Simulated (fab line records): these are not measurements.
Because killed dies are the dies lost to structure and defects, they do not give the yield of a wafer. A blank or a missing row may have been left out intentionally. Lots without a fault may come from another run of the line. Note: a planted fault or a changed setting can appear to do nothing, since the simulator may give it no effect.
Problem report in the 8D (eight disciplines) form, filled by code + flow gf180mcu + the parts of the form that need people (team, actions taken, sign-off) are left out

== 1. THE ISSUE ==
PSD_TW at GF_PSD_TW_MEAS_11 reads a mean of 30 on 3 wafers of 1 lot; wafers without a fault read 3196 with a standard deviation of 30. That is -99 or more standard deviations from the usual mean.
First observed at day 20 22:25: wafer L480.1, on film_metro-04. The record holds 39 wafers of 13 lots with a number at this step. The rule behind "out" and "out of limits": a value lying over 4 standard deviations away from the usual mean. The other wafers with a number count as sound.

== 2. WHAT IT IS, AND WHAT IT ISN'T ==
| question                    | is                     | is not                                                                    |
|-----------------------------|------------------------|---------------------------------------------------------------------------|
| which readings at this step | PSD_TW                 | -                                                                         |
| which lots                  | L480                   | L463, L464, L466, L467, L468, L469, L470, L471, L472, L474, L483, L484    |
| which wafers of those lots  | all that have a number | -                                                                         |
| read on which gauges        | film_metro-04          | film_metro-02, film_metro-03                                              |
| when                        | from day 20 22:25      | up to then (30 sound wafers); but 6 sound wafers of L483, L484 came after |

== 3. THE SUSPECTS, EACH WITH WHAT RULES IT OUT ==
Counting: a tool at a process step up to the reading stays a suspect if it ran every lot that is out and no sound lot after the first of them.
- ruled out: the gauge at GF_PSD_TW_MEAS_11. All the wafers that are out were read on film_metro-04, but those of them that GF_NSD_STRIP_11 has rows for are out there too, on other tools.
- plasma_asher-01 at GF_NSD_STRIP_11 (strips in O2/N2): kept. It ran the lot that is out, L480 (day 19 22:34), and no sound lot after that; its last sound lot up to then is L470 (day 16 12:59). Out on those wafers are its own readings of oes_product_au.
- plasma_asher-02 at GF_PSD_STRIP_10 (strips in O2/N2): ruled out as a lasting fault. Following L480 (day 20 22:19), the first lot on it that is out, the sound lots L484 were run on it.
Remaining after the count: plasma_asher-01 at GF_NSD_STRIP_11.

== 4. THE CAUSE (what the simulator had put in) ==
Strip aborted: plasma_asher-01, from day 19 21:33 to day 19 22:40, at GF_NSD_STRIP_11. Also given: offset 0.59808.
Counting left only this tool.

== 5. SEQUENCE OF EFFECTS, ordered by route ==
Each row: a reading where the mean over the struck wafers with a number is more than 3 standard deviations away from the usual. Only readings whose record carries a usual standard deviation are examined. hours: median over the lots of the time between each lot's start at the first step of this table that gives one and its start at this step. sigmas: the change, counted in usual standard deviations.
| hours | step              | reading                  | usual      | on struck wafers | change | sigmas      |
|-------|-------------------|--------------------------|------------|------------------|--------|-------------|
| 0     | GF_NSD_STRIP_11   | oes_product_au           | 0.487 a.u. | 0.373            | -0.114 | -26         |
| 24    | GF_PSD_STRIP_10   | oes_product_au           | 0.592 a.u. | 0.639            | +0.047 | +9.6        |
| 24    | GF_PSD_STRIP_10   | strip_time_to_endpoint_s | 16.53 s    | 25.68            | +9.15  | +99 or more |
| 24    | GF_PSD_TW_MEAS_11 | PSD_TW                   | 3196       | 30               | -3166  | -99 or more |
It contains these process steps:
- GF_NSD_STRIP_11: strips in O2/N2.
- GF_PSD_STRIP_10: strips in O2/N2.
Readings that are blank on the struck wafers while sound wafers have them: strip_time_to_endpoint_s at GF_NSD_STRIP_11.
Later steps that measure or inspect, where all struck wafers having a row at the step show a number for every such reading and not one has moved that far: GF_SAB_OVL_MEAS_10, GF_CONTACT_RS_MEAS_25.

== 6. WHAT WOULD HAVE CAUGHT IT SOONER ==
In this record the first reading out of limits at a measuring or inspecting step was taken at day 20 22:25, 25 hours after the fault began at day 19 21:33.
At GF_NSD_STRIP_11, the tool's own readings (oes_product_au) were out on each struck wafer the step has a row for, so an alarm limit on them would have fired on the first such wafer.
By day 20 22:25 the whole set of lots that are out, 1 in number, had already begun GF_NSD_STRIP_11 on plasma_asher-01. A hold on the tool at that time would have spared none of them.
